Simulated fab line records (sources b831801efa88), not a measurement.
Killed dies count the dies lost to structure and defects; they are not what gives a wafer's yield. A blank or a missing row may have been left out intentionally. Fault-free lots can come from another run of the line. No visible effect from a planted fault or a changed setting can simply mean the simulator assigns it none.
The same fault as seen by 2 desks    flow sky130    what lay behind the numbers comes last; until then each desk has only its own

== AT THE METROLOGY DESK ==
What the gauges read for every lot (on any tool): the sampled wafers with a number, averaged. The brackets show how far a lot's mean lies from the usual mean; more than 4 standard deviations puts the lot out of limits, marked OUT.
Columns: A = METAL1_ALCU_RS at SKY_METAL1_RS_MEAS_05, usual 0.1263 ohm/sq; B = VIA2_OVL at SKY_VIA2_OVL_MEAS_13, usual 3 nm
lot   first seen here  A       B
L521  day 32 15:12     0.1263  -4
L519  day 32 16:55     0.1267  5
L522  day 33 03:40     0.1265  4
L523  day 33 06:46     0.1254  -2
L525  day 33 15:22     0.1255  -0
L530  day 35 15:47     0.1269  -3
L531  day 37 12:44     0.1271  3
L536  day 37 14:42     0.1258  3
L535  day 37 15:56     0.1273  4
L537  day 37 17:44     0.1272  1
L538  day 38 06:40     0.1270  4
L541  day 39 11:45     0.1250  5
This desk found nothing out of limits on any of the 12 lots.

== AT THE TOOL OWNER'S DESK: litho track-01 ==
Per lot that ran on this tool, the mean of the sampled wafers carrying a number, from the tool's own readings at SKY_LDD_P_SOFTBAKE_03 (time 60 s). The brackets show how far a lot's mean lies from the usual mean; more than 4 standard deviations puts the lot out of limits, marked OUT.
Columns: A = exhaust pa at SKY_LDD_P_SOFTBAKE_03, usual 45.0 Pa; B = heater power total W at SKY_LDD_P_SOFTBAKE_03, usual 56.60 W; C = plate temp C at SKY_LDD_P_SOFTBAKE_03, usual 90.00 C
lot   first seen here  A     B                C
L531  day 25 00:22     45.0  54.07 (-59) OUT  87.11 (-22) OUT
L535  day 25 02:53     45.6  54.07 (-59) OUT  87.10 (-22) OUT
Finding of this desk: L531, L535 out of limits; the first was L531 at day 25 00:22, on heater power total W at SKY_LDD_P_SOFTBAKE_03. In limits: none.

== ALL TOGETHER ==
The tool owner's desk could have raised an alarm at day 25 00:22, on L531, L535.
Nothing out of limits was seen by the metrology desk.
The metrology desk holds a record of L531, L535, inside its limits.
Of the lots named, all ran SKY_LDD_P_SOFTBAKE_03 on litho track-01.

== WHAT HAD BEEN PUT IN BY THE SIMULATOR ==
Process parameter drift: litho track-01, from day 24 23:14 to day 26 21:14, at SKY_LDD_P_SOFTBAKE_03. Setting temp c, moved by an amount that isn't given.
Shown lots that were struck: L531, L535.
Hours from the fault's start to each desk's first reading out of limits: the tool owner's desk, 1.
